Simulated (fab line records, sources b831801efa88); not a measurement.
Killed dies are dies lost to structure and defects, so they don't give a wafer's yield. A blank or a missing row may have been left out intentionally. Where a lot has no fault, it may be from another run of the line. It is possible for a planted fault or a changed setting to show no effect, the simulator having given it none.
fab line records    flow sky130
record: lots: 6  wafers: 18  last-day: 49
route steps=708 shown VT_ADJUST_LVTN@116 VT_ADJUST_NCORE@119 VT_ADJUST_HVTR@131 PAD_OPEN@708
lots that met no fault: from a run of the same line without faults
start-h: hours from the record's opening day to when the first of the lot's shown wafers began    wait-h: time in hours since the lot's previous step    " unchanged from the row above    L1.1+2: several wafers, shown together as one row    - no value, or no start given    * or withheld: withheld    < > ~ a bound
route shown NAME@n: names a module that has steps shown in the file, with the first one's number in the route    usual: mean/standard deviation taken from wafers without a fault    same: alike in all rows    chamber/n: place in a boat    sites: readings site by site    _std_site: how widely they spread, as a standard deviation    _edge_site: the outer-site mean with the inner-site mean subtracted    radius-mm: for every site, how far away it sits from the centre of the wafer    mask NAME#n: copy n    behind: tool/chamber where the wafer was last shaped    hold: why the lot went on hold/how many hours it stayed there/how the hold came to an end    device: the n, p or np transistor that did not switch    end of line: the tests these same wafers got at the end of their route    a step without rows: its recipe alone    killed: dies that structure and defects cost at the first sort, which is not the same as the wafer's yield    map: dies across one wafer; x = killed, . = not, _ = none there
set.NAME: the setting as run; set.NAME@STEP: as run at that earlier step    model.NAME: the simulator's own value behind a step, which no gauge read
lots at some steps of the route; a table a step, a row a wafer
services: when a tool's chamber went out of use (start-h, in hours from the record's first day, below 0 if earlier), for how many hours, and the reason
== steps ==
step: SKY_VT_ADJUST_LVTN_IMPLANT_19
recipe: species: B  energy-kev: 30  dose-cm2: 6.5e+11  tilt-deg: withheld
step: SKY_VT_ADJUST_LVTN_STRIP_20
recipe: chemistry: O2/N2  power-w: 1400  pressure-mtorr: 1500  platen-temp-c: withheld  o2-flow-sccm: 3000  n2-flow-sccm: 300  overash-fraction: 0.5
usual: drypump-motor-current-A: 5.7/0.38  oes-product-au: 0.716/0.005  strip-time-to-endpoint-s: 14.17/0.045
lot.wafer  tool             chamber  start-h  wait-h  drypump-motor-current-A  oes-product-au  rf-hours-counter-h  strip-time-to-endpoint-s
L929.1     plasma-asher-01  0        192.57   0.1     5.9                      0.719           39                  14.18
L929.5     "                1        "        "       5.1                      0.712           -                   14.16
L929.6     "                0        "        "       5.9                      0.714           -                   14.15
L928.1     plasma-asher-03  0        193.67   0.1     6.2                      0.710           52                  14.17
L928.2     "                1        "        "       5.7                      0.718           52                  14.12
L928.4     "                0        "        "       6.2                      0.723           -                   14.20
L930.1     plasma-asher-01  1        199.47   0.1     5.1                      0.713           40                  14.10
L930.3     "                0        "        "       5.8                      0.725           -                   14.17
L930.5     "                1        "        "       5.1                      0.717           -                   14.09
L940.2     plasma-asher-01  1        280.21   0.1     5.1                      0.722           48                  14.15
L940.3     "                0        "        "       5.9                      0.716           -                   14.21
L940.6     "                1        "        "       5.1                      0.713           -                   14.14
L943.1     plasma-asher-02  1        294.02   0.1     5.9                      0.716           18                  14.20
L943.2     "                0        "        "       5.3                      0.720           18                  14.23
L943.6     "                1        "        "       5.9                      0.712           -                   14.14
L944.3     plasma-asher-03  1        295.65   0.1     5.8                      0.711           -                   14.12
L944.4     "                0        "        "       6.2                      0.709           -                   14.11
L944.6     "                0        "        "       6.2                      0.714           -                   14.16
step: SKY_VT_ADJUST_LVTN_TW_MEAS_21
usual: VT_ADJUST_LVTN_2_TW: 186/3.9
lot.wafer  tool           chamber  start-h  wait-h  VT_ADJUST_LVTN_2_TW
L929.1     film-metro-01  -        192.67   0.1     181
L929.5     "              -        "        "       180
L929.6     "              -        "        "       181
L928.1     film-metro-03  -        193.77   0.1     190
L928.2     "              -        "        "       191
L928.4     "              -        "        "       191
L930.1     film-metro-01  -        199.57   0.1     182
L930.3     "              -        "        "       181
L930.5     "              -        "        "       181
L940.2     film-metro-01  -        280.32   0.1     181
L940.3     "              -        "        "       181
L940.6     "              -        "        "       181
L943.1     film-metro-01  -        294.12   0.1     181
L943.2     "              -        "        "       181
L943.6     "              -        "        "       180
L944.3     film-metro-03  -        295.74   0.1     191
L944.4     "              -        "        "       192
L944.6     "              -        "        "       190
step: SKY_VT_ADJUST_NCORE_DEHYDRATE_00
recipe: temp-c: 200  time-s: 60
step: SKY_VT_ADJUST_NCORE_HMDS_01
recipe: prime-time-s: 60  prime-temp-c: 120
step: SKY_VT_ADJUST_NCORE_COAT_02
recipe: resist: NOVOLAK  spin-rpm: 3000  resist-thk-nm: 1140
step: SKY_VT_ADJUST_NCORE_SOFTBAKE_03
recipe: temp-c: 90  time-s: 60  resist: NOVOLAK
step: SKY_VT_ADJUST_NCORE_EXPOSE_04
recipe: mask-id: LVTN_COMPLEMENT_THIN  na: 0.6  source-shape: conventional  sigma-outer: 0.6  polarization: unpolarized  target-cd-nm: 380  dose-mj: 139
step: SKY_VT_ADJUST_NCORE_PEB_05
recipe: temp-c: withheld  time-s: *  resist: NOVOLAK
step: SKY_VT_ADJUST_NCORE_DEVELOP_06
recipe: resist: NOVOLAK  developer: TMAH  develop-time-s: 60  dev-temp-c: 23
step: SKY_VT_ADJUST_NCORE_CD_MEAS_07
recipe: target-cd-nm: 380
usual: cd-nm: 380/3
lot.wafer  tool       chamber  start-h  wait-h  cd-nm
L929.1     cd-sem-02  -        213.92   0.1     379
L929.5     "          -        "        "       378
L929.6     "          -        "        "       378
L928.1     cd-sem-02  -        214.57   0.1     379
L928.2     "          -        "        "       380
L928.4     "          -        "        "       379
L930.1     cd-sem-02  -        220.99   0.1     384
L930.3     "          -        "        "       383
L930.5     "          -        "        "       384
L940.2     cd-sem-01  -        305.19   0.1     383
L940.3     "          -        "        "       383
L940.6     "          -        "        "       383
L943.1     cd-sem-02  -        319.79   0.1     374
L943.2     "          -        "        "       374
L943.6     "          -        "        "       375
L944.3     cd-sem-01  -        321.33   0.1     385
L944.4     "          -        "        "       384
L944.6     "          -        "        "       382
step: SKY_VT_ADJUST_NCORE_OVL_MEAS_08
usual: VT_ADJUST_NCORE_OVL: 0.9/1.2
lot.wafer  tool        chamber  start-h  wait-h  VT_ADJUST_NCORE_OVL[nm]
L929.1     overlay-01  -        214.04   0.1     1.7
L929.5     "           -        "        "       3.7
L929.6     "           -        "        "       2.3
L928.1     overlay-01  -        214.69   0.1     1.6
L928.2     "           -        "        "       1.4
L928.4     "           -        "        "       0.6
L930.1     overlay-02  -        221.11   0.1     0.1
L930.3     "           -        "        "       0.1
L930.5     "           -        "        "       -0.7
L940.2     overlay-01  -        305.30   0.1     2.0
L940.3     "           -        "        "       1.5
L940.6     "           -        "        "       0.5
L943.1     overlay-01  -        319.91   0.1     0.9
L943.2     "           -        "        "       0.1
L943.6     "           -        "        "       0.8
L944.3     overlay-02  -        321.42   0.1     1.2
L944.4     "           -        "        "       1.8
L944.6     "           -        "        "       1.9
step: SKY_VT_ADJUST_NCORE_IMPLANT_09
recipe: species: B  energy-kev: 10  dose-cm2: 2.4e+12  tilt-deg: withheld
usual: beam-energy-keV: 10.000/0.0034
lot.wafer  tool          chamber  start-h  wait-h  beam-energy-keV  model.implant.rp-nm  model.implant.drp-nm
L929.1     implanter-03  0        214.08   0.0     6.345            23.13                12.45
L929.5     "             0        "        "       6.347            23.13                12.45
L929.6     "             0        "        "       6.350            23.13                12.45
L928.1     implanter-03  0        214.73   0.0     6.349            22.25                12.45
L928.2     "             0        "        "       6.351            22.25                12.45
L928.4     "             0        "        "       6.353            22.25                12.45
L930.1     implanter-01  0        221.15   0.0     10.002           33.23                17.11
L930.3     "             0        "        "       10.001           33.23                17.11
L930.5     "             0        "        "       9.999            33.23                17.11
L940.2     implanter-03  0        305.35   0.0     10.001           31.99                17.11
L940.3     "             0        "        "       10.001           31.99                17.11
L940.6     "             0        "        "       9.998            31.99                17.11
L943.1     implanter-02  0        319.95   0.0     9.996            33.16                17.11
L943.2     "             0        "        "       9.996            33.16                17.11
L943.6     "             0        "        "       9.993            33.16                17.11
L944.3     implanter-01  0        321.50   0.1     9.992            32.78                17.11
L944.4     "             0        "        "       9.997            32.78                17.11
L944.6     "             0        "        "       9.994            32.78                17.11
step: SKY_VT_ADJUST_NCORE_STRIP_10
recipe: chemistry: O2/N2  power-w: 1400  pressure-mtorr: 1500  platen-temp-c: withheld  o2-flow-sccm: 3000  n2-flow-sccm: 300  overash-fraction: 0.5
usual: drypump-motor-current-A: 5.5/0.39  oes-product-au: 0.716/0.0041  strip-time-to-endpoint-s: 14.17/0.041
lot.wafer  tool             chamber  start-h  wait-h  drypump-motor-current-A  oes-product-au  rf-hours-counter-h  strip-time-to-endpoint-s
L929.1     plasma-asher-02  0        214.23   0.1     5.3                      0.713           8                   14.18
L929.5     "                0        "        "       5.3                      0.713           -                   14.20
L929.6     "                1        "        "       5.9                      0.711           -                   14.14
L928.1     plasma-asher-01  0        214.88   0.1     5.9                      0.713           42                  14.16
L928.2     "                1        "        "       5.1                      0.719           42                  14.16
L928.4     "                0        "        "       5.9                      0.718           -                   14.14
L930.1     plasma-asher-01  0        221.30   0.1     5.9                      0.717           43                  14.16
L930.3     "                0        "        "       5.9                      0.711           -                   14.17
L930.5     "                1        "        "       5.1                      0.721           -                   14.14
L940.2     plasma-asher-02  1        305.48   0.1     5.9                      0.715           19                  14.17
L940.3     "                1        "        "       5.9                      0.708           -                   14.18
L940.6     "                0        "        "       5.3                      0.708           -                   14.17
L943.1     plasma-asher-02  0        320.10   0.1     5.3                      0.715           20                  14.21
L943.2     "                1        "        "       5.9                      0.714           20                  14.21
L943.6     "                0        "        "       5.3                      0.719           -                   14.22
L944.3     plasma-asher-02  0        321.63   0.1     5.3                      0.720           -                   14.17
L944.4     "                1        "        "       5.9                      0.711           -                   14.16
L944.6     "                1        "        "       5.9                      0.711           -                   14.15
step: SKY_VT_ADJUST_NCORE_TW_MEAS_11
usual: VT_ADJUST_NCORE_TW: 217/5.4
lot.wafer  tool           chamber  start-h  wait-h  VT_ADJUST_NCORE_TW
L929.1     film-metro-03  -        214.33   0.1     201
L929.5     "              -        "        "       200
L929.6     "              -        "        "       199
L928.1     film-metro-01  -        214.98   0.1     190
L928.2     "              -        "        "       190
L928.4     "              -        "        "       190
L930.1     film-metro-01  -        221.40   0.1     210
L930.3     "              -        "        "       212
L930.5     "              -        "        "       212
L940.2     film-metro-03  -        305.59   0.1     223
L940.3     "              -        "        "       222
L940.6     "              -        "        "       222
L943.1     film-metro-02  -        320.20   0.1     221
L943.2     "              -        "        "       222
L943.6     "              -        "        "       222
L944.3     film-metro-01  -        321.72   0.1     209
L944.4     "              -        "        "       210
L944.6     "              -        "        "       210
step: SKY_VT_ADJUST_HVTR_DEHYDRATE_00
recipe: temp-c: 200  time-s: 60
step: SKY_PAD_OPEN_PROBE_99
usual: killed_at_M0_to_M3: 44/7.6  killed_at_M4_up: 3.2/1.7  killed-at-contacts: 24/5.7  killed-at-front-end: 16/3.9  killed-at-other: 0.2/0.45  killed-dies: 87/9.5  killed-open: 47/6.9  killed-short: 40/5.8
same: gross-dies: 492  killed-at-back-side: 0
lot.wafer  tool       chamber  start-h  wait-h  killed_at_M0_to_M3  killed_at_M4_up  killed-at-contacts  killed-at-front-end  killed-at-other  killed-dies  killed-open  killed-short  model.etest.nfet_16v.r-on-ohm-um  model.etest.pfet-g5v0d10v5.r-on-ohm-um  model.etest.res-pwell-under-gate.rs-ohm-sq  model.etest.pfet-g5v0d10v5.drive-ua-um  model.etest.pfet_16v.drive-ua-um  model.etest.nfet_16v.drive-ua-um  model.etest.pfet-g5v0d10v5.off-log10-a-um  model.etest.pfet-g5v0d10v5.vt-sat-v
L928.1     prober-01  -        1099.06  0.1     54                  5                23                  17                   0                99           64           35            1.375e+04                         4966                                    2371                                        324.6                                   227.8                             221.6                             -13.38                                     -0.7353
L928.2     prober-01  -        1099.11  0.1     42                  3                24                  11                   0                80           49           31            1.364e+04                         4936                                    2360                                        325.3                                   230.5                             223.3                             -13.35                                     -0.7276
L928.4     prober-01  -        1099.21  0.2     43                  5                25                  16                   0                89           46           43            1.362e+04                         4932                                    2356                                        324.3                                   230.6                             224.4                             -13.4                                      -0.7364
L929.1     prober-02  -        1099.53  0.1     35                  1                31                  19                   0                86           42           44            1.33e+04                          4812                                    2350                                        334.7                                   240                               229.1                             -13.35                                     -0.713
L929.5     prober-02  -        1099.73  0.2     34                  4                24                  20                   1                83           45           38            1.333e+04                         4949                                    2319                                        325.2                                   239.8                             230.3                             -13.38                                     -0.7455
L929.6     prober-02  -        1099.78  0.2     36                  2                23                  20                   0                81           43           38            1.339e+04                         4823                                    2339                                        333.9                                   236.8                             228.9                             -13.29                                     -0.7173
L930.1     prober-01  -        1107.02  0.1     43                  2                34                  15                   1                95           55           40            1.431e+04                         4840                                    2278                                        335.1                                   241                               217.5                             -12.47                                     -0.6275
L930.3     prober-01  -        1107.12  0.2     42                  1                24                  10                   0                77           47           30            1.437e+04                         4773                                    2272                                        342.8                                   242.5                             215.7                             -12.26                                     -0.5874
L930.5     prober-01  -        1107.22  0.2     52                  3                25                  8                    0                88           49           39            1.452e+04                         4879                                    2287                                        335                                     240.7                             213.2                             -12.56                                     -0.6223
L940.2     prober-01  -        1175.71  0.1     35                  3                17                  13                   0                68           37           31            1.446e+04                         4856                                    2282                                        331.9                                   234.8                             215.2                             -12.9                                      -0.6669
L940.3     prober-01  -        1175.76  0.2     58                  2                14                  10                   0                84           44           40            1.45e+04                          4885                                    2270                                        329.9                                   234.8                             211.3                             -12.67                                     -0.6371
L940.6     prober-01  -        1175.91  0.2     46                  4                23                  13                   0                86           47           39            1.441e+04                         4923                                    2270                                        323.2                                   235.5                             210.8                             -13.06                                     -0.6826
L943.1     prober-02  -        1181.85  0.1     43                  1                24                  12                   0                80           42           38            1.385e+04                         4811                                    2252                                        335.3                                   245.8                             220.5                             -12.73                                     -0.6545
L943.2     prober-02  -        1181.90  0.1     37                  2                26                  18                   0                83           45           38            1.376e+04                         4757                                    2262                                        340.6                                   247.1                             224.7                             -12.91                                     -0.6771
L943.6     prober-02  -        1182.10  0.2     38                  3                22                  17                   0                80           41           39            1.383e+04                         4731                                    2264                                        339.8                                   247.5                             222.8                             -12.8                                      -0.6463
L944.3     prober-01  -        1184.61  0.2     51                  2                27                  16                   1                97           54           43            1.421e+04                         4873                                    2313                                        331.7                                   234.5                             214.3                             -12.72                                     -0.6442
L944.4     prober-01  -        1184.66  0.2     38                  2                40                  16                   0                96           56           40            1.415e+04                         4907                                    2318                                        325.6                                   235.2                             212.1                             -12.69                                     -0.6526
L944.6     prober-01  -        1184.76  0.2     39                  2                19                  15                   0                75           38           37            1.411e+04                         4891                                    2313                                        331.4                                   235.2                             214.5                             -12.85                                     -0.6616
killed by level:class
L928.1 VIA1:geometric-particle:open=13 VIA3:geometric-particle:open=12 LI_CONTACT:geometric-particle:open=9 CONTACT:geometric-particle:open=7 VIA2:geometric-particle:open=7 POLY_GATE:geometric-particle:open=6 METAL2:geometric-particle:short=5 FIELD_ISO:geometric-particle:short=4
L928.2 VIA1:geometric-particle:open=9 CONTACT:geometric-particle:open=8 VIA2:geometric-particle:open=8 LI_CONTACT:geometric-particle:open=6 VIA3:geometric-particle:open=6 LOCAL_INTERCONNECT:geometric-particle:short=5 METAL1:geometric-particle:short=4 FIELD_ISO:geometric-particle:open=3
L928.4 CONTACT:geometric-particle:open=11 METAL2:geometric-particle:short=8 METAL1:geometric-particle:short=8 VIA3:geometric-particle:open=7 VIA1:geometric-particle:open=6 FIELD_ISO:geometric-particle:open=5 LOCAL_INTERCONNECT:geometric-particle:short=5 CONTACT:geometric-particle:short=5
L929.1 CONTACT:geometric-particle:open=12 LI_CONTACT:geometric-particle:open=11 METAL1:geometric-particle:short=8 POLY_GATE:geometric-particle:short=7 CONTACT:geometric-particle:short=5 VIA1:geometric-particle:open=5 VIA1:geometric-particle:short=5 METAL2:geometric-particle:short=5
L929.5 CONTACT:geometric-particle:open=8 VIA3:geometric-particle:open=8 VIA2:geometric-particle:open=7 VIA1:geometric-particle:open=6 FIELD_ISO:geometric-particle:short=5 POLY_GATE:geometric-particle:open=5 LI_CONTACT:geometric-particle:open=5 CONTACT:geometric-particle:short=5
L929.6 VIA2:geometric-particle:open=9 POLY_GATE:geometric-particle:short=8 CONTACT:geometric-particle:short=7 POLY_GATE:geometric-particle:open=6 LI_CONTACT:geometric-particle:open=6 CONTACT:geometric-particle:open=6 VIA1:geometric-particle:short=6 VIA1:geometric-particle:open=6
L930.1 CONTACT:geometric-particle:open=17 VIA2:geometric-particle:open=9 VIA1:geometric-particle:open=9 CONTACT:geometric-particle:short=7 VIA1:geometric-particle:short=7 LI_CONTACT:geometric-particle:open=5 FIELD_ISO:geometric-particle:open=4 LOCAL_INTERCONNECT:geometric-particle:short=4
L930.3 CONTACT:geometric-particle:open=13 VIA1:geometric-particle:open=9 VIA3:geometric-particle:open=9 LI_CONTACT:geometric-particle:open=6 METAL1:geometric-particle:short=6 FIELD_ISO:geometric-particle:short=4 VIA2:geometric-particle:open=4 METAL2:geometric-particle:short=4
L930.5 VIA1:geometric-particle:open=21 CONTACT:geometric-particle:open=11 CONTACT:geometric-particle:short=7 METAL1:geometric-particle:short=6 METAL2:geometric-particle:short=6 LI_CONTACT:geometric-particle:open=4 VIA1:geometric-particle:short=4 VIA3:geometric-particle:open=4
L940.2 VIA1:geometric-particle:open=8 VIA1:geometric-particle:short=6 VIA3:geometric-particle:open=6 CONTACT:geometric-particle:open=5 FIELD_ISO:geometric-particle:short=4 LI_CONTACT:geometric-particle:open=4 METAL1:geometric-particle:short=4 POLY_GATE:geometric-particle:open=3
L940.3 VIA1:geometric-particle:open=14 VIA3:geometric-particle:open=8 METAL1:geometric-particle:short=8 VIA2:geometric-particle:open=7 METAL2:geometric-particle:short=6 METAL3:geometric-particle:short=4 LI_CONTACT:geometric-particle:open=4 CONTACT:geometric-particle:open=4
L940.6 VIA1:geometric-particle:open=12 CONTACT:geometric-particle:open=11 VIA2:geometric-particle:short=5 LI_CONTACT:geometric-particle:open=5 VIA1:geometric-particle:short=5 VIA2:geometric-particle:open=5 FIELD_ISO:geometric-particle:open=4 LOCAL_INTERCONNECT:geometric-particle:short=4
L943.1 VIA1:geometric-particle:open=9 CONTACT:geometric-particle:open=8 METAL1:geometric-particle:short=8 METAL2:geometric-particle:short=6 VIA2:geometric-particle:open=6 LI_CONTACT:geometric-particle:open=5 LOCAL_INTERCONNECT:geometric-particle:short=5 POLY_GATE:geometric-particle:short=4
L943.2 CONTACT:geometric-particle:open=9 VIA1:geometric-particle:open=9 LI_CONTACT:geometric-particle:open=7 METAL1:geometric-particle:short=6 VIA3:geometric-particle:open=6 POLY_GATE:geometric-particle:short=5 POLY_GATE:geometric-particle:open=5 METAL2:geometric-particle:short=4
L943.6 METAL2:geometric-particle:short=9 CONTACT:geometric-particle:open=7 LI_CONTACT:geometric-particle:open=6 VIA3:geometric-particle:open=6 FIELD_ISO:geometric-particle:short=5 LI_CONTACT:geometric-particle:short=4 METAL1:geometric-particle:short=4 VIA1:geometric-particle:open=4
L944.3 VIA1:geometric-particle:open=17 LI_CONTACT:geometric-particle:open=13 VIA3:geometric-particle:open=8 CONTACT:geometric-particle:short=6 VIA1:geometric-particle:short=6 METAL1:geometric-particle:short=6 CONTACT:geometric-particle:open=5 VIA3:geometric-particle:short=5
L944.4 CONTACT:geometric-particle:open=17 VIA1:geometric-particle:open=10 CONTACT:geometric-particle:short=8 LI_CONTACT:geometric-particle:open=6 VIA3:geometric-particle:open=6 LOCAL_INTERCONNECT:geometric-particle:short=6 METAL1:geometric-particle:short=5 FIELD_ISO:geometric-particle:open=4
L944.6 VIA1:geometric-particle:open=7 VIA1:geometric-particle:short=7 VIA2:geometric-particle:open=7 CONTACT:geometric-particle:short=5 CONTACT:geometric-particle:open=5 METAL1:geometric-particle:short=5 FIELD_ISO:geometric-particle:short=4 FIELD_ISO:geometric-particle:open=4
== services ==
tool             chamber  start-h  hours  kind
implanter-03     -        168.81   1.9    repair
implanter-02     -        224.40   0.9    repair
plasma-asher-01  -        224.61   0.4    repair
implanter-03     -        230.36   0.6    repair
implanter-02     -        230.48   0.9    repair
implanter-01     -        238.15   4.4    repair
plasma-asher-01  -        253.28   0.7    repair
plasma-asher-01  -        261.76   4.7    repair
implanter-01     -        271.59   5.8    repair
plasma-asher-01  -        273.06   1.7    repair
implanter-01     -        298.48   2.0    repair
implanter-02     -        299.19   16.5   repair
implanter-01     -        302.32   3.7    pm
plasma-asher-03  -        311.88   2.7    repair
implanter-02     -        315.68   4.1    pm
== key ==
first-sign: step: SKY_VT_ADJUST_NCORE_IMPLANT_09  reading: beam-energy-keV  direction: down  sigmas: 99+  usual: *  struck: *
effect: step: SKY_VT_ADJUST_NCORE_TW_MEAS_11  reading: VT_ADJUST_NCORE_TW  direction: down  sigmas: 4  usual: 217  struck: 195
model-effect: step: SKY_VT_ADJUST_NCORE_IMPLANT_09  value: implant.rp-nm  without: 32.86  struck: 22.69
model-effect: step: SKY_PAD_OPEN_PROBE_99  value: etest.nfet_16v.r-on-ohm-um  without: 1.411e+04  struck: 1.35e+04
met-at SKY_VT_ADJUST_NCORE_IMPLANT_09
struck-wafers L928.1,L928.2,L928.4,L929.1,L929.5,L929.6
tester-left-out L928,L929
fault: kind: process-parameter-drift  tool: implanter-03  chamber: -  onset-h: 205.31  steps: SKY_VT_ADJUST_NCORE_IMPLANT_09  channel: energy-kev  offset: *  shape: step  end-h: 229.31  acts-in: *  stated: *
tester-left-out: of these lots the tester's yield and bins aren't shown, on N5 and GAA mostly nor the transistor test; their killed dies are dies lost to structure and defects alone, not to doping, threshold or leakage, so they don't give the yield
